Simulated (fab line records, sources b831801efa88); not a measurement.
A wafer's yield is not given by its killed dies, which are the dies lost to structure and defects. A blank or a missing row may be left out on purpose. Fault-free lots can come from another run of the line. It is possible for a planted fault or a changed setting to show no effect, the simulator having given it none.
A sampling plan put to the test ; flow sky130 ; each of the 19 faults these records tell of, on one fab line, judged from the records of the lots it struck
The plan consists of the line's own looks: route steps at which the wafer is read by a gauge or an inspection but not changed. Where struck wafers have a number at a look and the file lists that look's usual mean and standard deviation on fault-free wafers, the look can be judged. Caught: the struck wafers' mean, at a look after the fault's first step, is 4 or more of those standard deviations (sigma) away from the usual mean. On the tool: the identical test, applied to the tool's own readings at the steps of the fault. It also counts as caught if the struck wafers ran another recipe or if their record alone is blank.

## THE FAULTS, as the simulator had put them in
1. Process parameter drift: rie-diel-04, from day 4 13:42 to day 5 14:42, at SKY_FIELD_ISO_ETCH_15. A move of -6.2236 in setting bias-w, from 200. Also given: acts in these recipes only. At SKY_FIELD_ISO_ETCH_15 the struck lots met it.
2. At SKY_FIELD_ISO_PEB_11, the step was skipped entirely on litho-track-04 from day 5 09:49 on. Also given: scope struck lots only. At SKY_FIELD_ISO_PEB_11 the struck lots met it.
3. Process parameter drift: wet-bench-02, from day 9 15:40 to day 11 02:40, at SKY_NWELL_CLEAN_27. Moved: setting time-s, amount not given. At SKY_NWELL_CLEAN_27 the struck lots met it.
4. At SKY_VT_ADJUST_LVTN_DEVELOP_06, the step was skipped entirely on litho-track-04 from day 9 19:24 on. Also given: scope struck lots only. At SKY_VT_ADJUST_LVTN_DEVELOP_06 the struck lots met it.
5. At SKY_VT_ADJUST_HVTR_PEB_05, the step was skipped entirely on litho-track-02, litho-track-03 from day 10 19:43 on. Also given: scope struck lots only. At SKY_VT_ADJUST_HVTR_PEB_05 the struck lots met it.
6. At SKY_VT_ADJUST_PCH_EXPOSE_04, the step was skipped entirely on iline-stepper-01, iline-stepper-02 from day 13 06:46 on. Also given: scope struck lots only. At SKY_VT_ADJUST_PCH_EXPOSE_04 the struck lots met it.
7. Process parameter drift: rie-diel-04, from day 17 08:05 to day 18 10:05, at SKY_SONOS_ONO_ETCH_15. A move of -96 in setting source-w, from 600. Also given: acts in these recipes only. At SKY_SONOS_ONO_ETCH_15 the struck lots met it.
8. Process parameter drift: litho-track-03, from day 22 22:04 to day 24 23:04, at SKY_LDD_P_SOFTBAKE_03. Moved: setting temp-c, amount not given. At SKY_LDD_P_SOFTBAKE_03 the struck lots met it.
9. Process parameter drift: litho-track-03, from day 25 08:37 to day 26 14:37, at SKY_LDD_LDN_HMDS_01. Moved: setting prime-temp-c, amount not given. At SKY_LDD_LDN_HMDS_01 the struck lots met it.
10. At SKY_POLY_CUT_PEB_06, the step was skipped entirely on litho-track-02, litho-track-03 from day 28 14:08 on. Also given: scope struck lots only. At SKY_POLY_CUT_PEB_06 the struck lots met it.
11. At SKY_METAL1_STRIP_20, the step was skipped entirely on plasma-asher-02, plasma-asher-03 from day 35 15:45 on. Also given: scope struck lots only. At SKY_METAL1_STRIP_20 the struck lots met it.
12. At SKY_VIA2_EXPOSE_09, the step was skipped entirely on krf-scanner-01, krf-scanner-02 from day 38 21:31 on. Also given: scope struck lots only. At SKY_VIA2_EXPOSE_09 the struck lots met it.
13. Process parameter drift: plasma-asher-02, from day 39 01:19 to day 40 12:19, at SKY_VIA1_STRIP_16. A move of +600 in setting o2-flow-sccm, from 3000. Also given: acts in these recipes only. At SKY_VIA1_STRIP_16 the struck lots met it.
14. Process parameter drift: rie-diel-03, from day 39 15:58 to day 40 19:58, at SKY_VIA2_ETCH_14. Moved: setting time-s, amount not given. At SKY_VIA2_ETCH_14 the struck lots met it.
15. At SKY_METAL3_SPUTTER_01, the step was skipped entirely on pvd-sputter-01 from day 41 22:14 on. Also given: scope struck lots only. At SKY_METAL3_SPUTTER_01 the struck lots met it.
16. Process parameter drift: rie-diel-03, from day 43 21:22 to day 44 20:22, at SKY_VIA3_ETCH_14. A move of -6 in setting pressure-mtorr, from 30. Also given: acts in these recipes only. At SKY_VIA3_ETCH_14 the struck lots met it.
17. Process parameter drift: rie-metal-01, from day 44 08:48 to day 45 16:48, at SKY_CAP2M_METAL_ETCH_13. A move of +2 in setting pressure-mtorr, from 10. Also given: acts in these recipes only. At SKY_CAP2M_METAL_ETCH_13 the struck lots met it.
18. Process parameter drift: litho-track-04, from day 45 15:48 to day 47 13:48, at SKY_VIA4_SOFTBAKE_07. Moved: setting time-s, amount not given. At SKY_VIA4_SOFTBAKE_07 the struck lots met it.
19. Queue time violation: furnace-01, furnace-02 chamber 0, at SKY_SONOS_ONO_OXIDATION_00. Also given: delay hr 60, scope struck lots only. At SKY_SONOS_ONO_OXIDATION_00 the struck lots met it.

## WHAT THE PLAN SAW
fault;on the tool itself;first look that catches it;reading, sigma;median hours from its first step to that look;hours from the fault's start to the first struck lot there;judged looks passed uncaught
1;bias-w -11 sigma;none of the 2 looks that can be judged after it;-;-;-;2
2;no reading that can be judged;no look after it can be judged;-;-;-;0
3;run-length-s -17 sigma;not the one look that can be judged after it;-;-;-;1
4;the tool's record is blank for the struck wafers;none of the 2 looks that can be judged after it;-;-;-;2
5;no reading that can be judged;no look after it can be judged;-;-;-;0
6;no reading that can be judged;no look after it can be judged;-;-;-;0
7;rf-fwd-power-W -27 sigma;none of the 3 looks that can be judged after it;-;-;-;3
8;heater-power-total-W +39 sigma;not the one look that can be judged after it;-;-;-;1
9;prime-temp-c +9.0 sigma;none of the 3 looks that can be judged after it;-;-;-;3
10;no reading that can be judged;no look after it can be judged;-;-;-;0
11;the tool's record is blank for the struck wafers;no look after it can be judged;-;-;-;0
12;no reading that can be judged;no look after it can be judged;-;-;-;0
13;o2-flow-sccm +61 sigma;no look after it can be judged;-;-;-;0
14;oes-product-au +5.5 sigma;not the one look that can be judged after it;-;-;-;1
15;the tool's record is blank for the struck wafers;no look after it can be judged;-;-;-;0
16;chamber-pressure-mTorr -99 or beyond sigma;no look after it can be judged;-;-;-;0
17;chamber-pressure-mTorr +99 or beyond sigma;no look after it can be judged;-;-;-;0
18;run-length-s +46 sigma;no look after it can be judged;-;-;-;0
19;under 2 sigma;not the one look that can be judged after it;-;-;-;1
A dash: the fault isn't caught, or these records don't give the number.

Caught at a look: 0 of 19. Caught on the tool: 13 of 19. By one or the other: 13 of 19.
Caught on the tool alone: faults 1, 3, 4, 7, 8, 9, 11, 13, 14, 15, 16, 17, 18.
Caught by neither: faults 2, 5, 6, 10, 12, 19.
